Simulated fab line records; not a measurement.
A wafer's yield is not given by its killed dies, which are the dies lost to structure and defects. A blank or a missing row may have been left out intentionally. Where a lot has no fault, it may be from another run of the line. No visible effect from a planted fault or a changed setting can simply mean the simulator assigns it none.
Which tool was responsible?    flow gf180mcu    14 lots with 41 wafers sampled at 4 steps, on a route of 602 steps

== WHAT THE GAUGES READ, wafer by wafer ==
GF_VT_IMPLANT_TW_MEAS_43. Usual: for VT_IMPLANT_4_TW the level is 687 and the standard deviation is 5.
lot   measured      on            VT_IMPLANT_4_TW  flag
L462  day 7 12:49   filmMetro-04  693 693 691      
L463  day 7 23:04   filmMetro-04  699 693 694      
L471  day 9 14:51   filmMetro-04  689 692          
L472  day 9 18:16   filmMetro-03  683 683 683      
L473  day 10 00:05  filmMetro-01  691 693 692      
L474  day 10 07:57  filmMetro-03  684 683 683      
L476  day 10 19:25  filmMetro-03  678 681 683      
L477  day 11 05:36  filmMetro-01  696 695 693      
L479  day 11 16:25  filmMetro-01  689 695 694      
L481  day 12 03:51  filmMetro-03  688 686 685      
L482  day 12 11:40  filmMetro-01  691 689 690      
L483  day 12 21:04  filmMetro-03  683 685 687      
L484  day 13 00:19  filmMetro-03  687 680 688      
L485  day 13 08:01  filmMetro-04  686 684 689      

GF_POLY_GATE_CD_MEAS_18. Usual: cdNm 279.5 nm, standard deviation 1.6.
lot   measured      on        cdNm (nm)          flag
L462  day 9 02:43   cdSem-02  280.3 278.0 281.1  
L463  day 9 08:46   cdSem-02  278.1 280.7 277.8  
L471  day 11 19:35  cdSem-01  279.6 280.6        
L472  day 11 19:32  cdSem-02  279.9 279.9 281.2  
L473  day 12 01:05  cdSem-01  281.7 280.5 279.0  
L474  day 12 09:20  cdSem-01  277.6 277.0 276.0  
L476  day 13 01:09  cdSem-02  277.4 277.7 277.7  
L477  day 13 17:40  cdSem-02  279.6 275.5 277.0  
L479  day 14 02:52  cdSem-02  278.2 279.8 278.7  
L481  day 14 12:28  cdSem-02  276.0 277.3 279.4  
L482  day 14 19:14  cdSem-02  280.1 278.8 279.0  
L483  day 15 08:43  cdSem-01  280.7 281.1 279.0  
L484  day 15 09:02  cdSem-01  279.5 277.5 279.5  
L485  day 15 21:02  cdSem-02  280.9 280.8 280.3  

GF_HV_LDD_CD_MEAS_07 targets a cd of 400 nm. Usual: cdNm 399.9 nm, standard deviation 2.1.
lot   measured      on        cdNm (nm)          flag
L462  day 9 18:59   cdSem-02  398.7 398.1 400.4  
L463  day 10 02:00  cdSem-02  402.8 402.4 402.2  
L471  day 12 15:05  cdSem-02  399.5 397.5        
L472  day 12 15:05  cdSem-01  397.3 397.9 398.1  
L473  day 12 20:22  cdSem-01  400.8 399.0 399.2  
L474  day 13 04:49  cdSem-01  397.3 396.5 397.3  
L476  day 13 21:16  cdSem-01  399.4 398.8 398.8  
L477  day 14 13:39  cdSem-01  401.4 399.4 399.2  
L479  day 14 23:08  cdSem-01  400.4 401.4 400.8  
L481  day 15 10:21  cdSem-02  401.9 403.4 405.1  
L482  day 15 17:34  cdSem-01  405.0 402.3 403.1  
L483  day 16 06:33  cdSem-02  403.1 403.4 404.7  
L484  day 16 06:40  cdSem-01  398.7 398.9 397.1  
L485  day 16 19:55  cdSem-01  400.8 399.3 399.4  

== TOOL THAT RAN EACH LOT (tool first, then ch and the chambers of the sampled wafers, then the start) ==
lot   GF_POLY_GATE_ETCH_13
L462  rieSi-02 ch 0,3, day 8 23:41
L463  rieSi-01 ch 1,2,3, day 9 07:13
L471  rieSi-02 ch 0,2, day 11 11:07
L472  rieSi-02 ch 0,2, day 11 13:13
L473  rieSi-02 ch 0,3, day 11 20:29
L474  rieSi-01 ch 0,2,3, day 12 06:22
L476  rieSi-01 ch 1,2,3, day 12 18:01
L477  rieSi-01 ch 0,2, day 13 10:25
L479  rieSi-01 ch 0,2, day 13 21:10
L481  rieSi-01 ch 2,3, day 14 05:08
L482  rieSi-01 ch 0,1, day 14 15:23
L483  rieSi-02 ch 0,1, day 15 07:10
L484  rieSi-01 ch 0,1,2, day 15 07:31
L485  rieSi-01 ch 0,1,2, day 15 18:44
- GF_POLY_GATE_ETCH_13: etches poly-Si in HBr/Cl2, stops on SiO2, target depth 198.5 nm, time 69.6 s.

== AS READ BY THE TOOLS THEMSELVES (means over the sampled wafers that have a number; for cases with no such wafer, the mark the record gives instead) ==
GF_POLY_GATE_ETCH_13. Usual: chamberPressureMTorr 10.000 mTorr, standard deviation 0.0099; drypumpMotorCurrentA 6.00 A, standard deviation 0.27; oesProductAu 0.989 a.u., standard deviation 0.0079; runLengthS 98.0 s, standard deviation 0.35; throttleValvePct 33.684 %, standard deviation 0.0094.
lot   tool      chamberPressureMTorr (mTorr)  drypumpMotorCurrentA (A)  oesProductAu (a.u.)  runLengthS (s)  throttleValvePct (%)  flag
L462  rieSi-02  9.999                         6.00                      0.985                98.1            33.675                
L463  rieSi-01  10.000                        6.09                      0.997                98.2            33.684                
L471  rieSi-02  10.003                        6.24                      0.948                103.2           33.685                OFF
L472  rieSi-02  10.004                        6.28                      0.977                99.7            33.686                OFF
L473  rieSi-02  10.001                        6.03                      0.982                99.5            33.684                OFF
L474  rieSi-01  9.996                         6.00                      0.994                98.0            33.683                
L476  rieSi-01  10.004                        6.07                      0.991                98.1            33.682                
L477  rieSi-01  10.006                        5.89                      0.989                98.3            33.693                
L479  rieSi-01  10.004                        5.87                      0.983                98.4            33.689                
L481  rieSi-01  10.000                        6.10                      0.981                98.0            33.682                
L482  rieSi-01  9.996                         5.75                      0.986                98.1            33.689                
L483  rieSi-02  10.003                        5.88                      0.993                97.7            33.680                
L484  rieSi-01  10.006                        5.85                      0.982                98.2            33.680                
L485  rieSi-01  9.996                         5.87                      0.989                98.2            33.680                

== THE ANSWER, worked out from the rows above alone ==
Rule: take the mean of a lot's wafers that have a number; if it is more than 3 standard deviations from the usual mean, the lot is off. Also off: a lot with no number at a reading for which 4 or more lots have one. All remaining lots with rows at the step are treated as sound. Order of review: gauges by route order, followed by the tools' own readings, for which a lot's mean as printed above is used. The first step at which some lot is off is used, and at that step the reading that is off furthest; a lot without a number counts as furthest.
Off at GF_POLY_GATE_ETCH_13 (runLengthS): L471, L472, L473.
If a tool, at that step or one of the process steps before it, ran each lot that is off and ran no sound lot following the first of them, it fits. Not one of the candidates tried fits.

== WHAT THE SIMULATOR PUT IN ==
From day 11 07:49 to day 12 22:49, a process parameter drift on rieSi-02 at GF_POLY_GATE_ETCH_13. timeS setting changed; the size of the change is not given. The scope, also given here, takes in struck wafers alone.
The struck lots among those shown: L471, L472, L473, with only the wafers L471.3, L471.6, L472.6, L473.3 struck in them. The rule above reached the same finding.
